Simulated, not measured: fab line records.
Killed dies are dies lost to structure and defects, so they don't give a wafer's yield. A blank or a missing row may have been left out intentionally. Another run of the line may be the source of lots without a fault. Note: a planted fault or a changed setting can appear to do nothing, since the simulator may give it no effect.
Chamber matching | flow sky130 | SKY_VIA1_CMP_24 on cmp-02 has 4 sister chambers
The step polishes, stops on SiO2, t overpolish 15 s, target thk 0 nm. 4 wafers are shown with their chamber, then 7 later ones without.

== WAFERS WITH THEIR CHAMBER ==
wafer  | chamber | motor current A (A)
L444.3 | 2       | 9.2
L444.5 | 1       | 10.0
L447.2 | 3       | 11.6
L447.4 | 0       | 8.9

== WAFERS WITHOUT THEIR CHAMBER ==
wafer  | motor current A (A)
L447.6 | 11.6
L448.1 | 8.8
L448.4 | 9.7
L448.6 | 9.9
L449.1 | 9.5
L449.2 | 9.5
L449.6 | 9.6

== CHAMBER TAKEN BY EACH ==
wafer  | from the rows above          | in truth
L447.6 | 3                            | 3
L448.1 | can't be placed: 0 or 2      | 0
L448.4 | can't be placed: 1 or 2 or 0 | 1
L448.6 | 1                            | 1
L449.1 | can't be placed: 2 or 1 or 0 | 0
L449.2 | can't be placed: 2 or 1 or 0 | 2
L449.6 | can't be placed: 1 or 2 or 0 | 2
Correct placement for 2 of the 7. Cannot be placed on the basis of these rows: 5; the candidates contain the true chamber in 5. Placed wrongly: 0.
How it was worked out, from the rows above alone: a wafer's distance from a chamber is the root of the sum, over the readings, of the square of ((its reading less the chamber's mean) divided by the reading's scatter). The wafer belongs to the nearest chamber; if the next one is less than 2 further off, it can't be placed. The mean given for a chamber averages the wafers shown for that chamber. The scatter: with one shown wafer a chamber, the root of the mean of the squares of how far each hidden wafer lies from its nearest shown one.
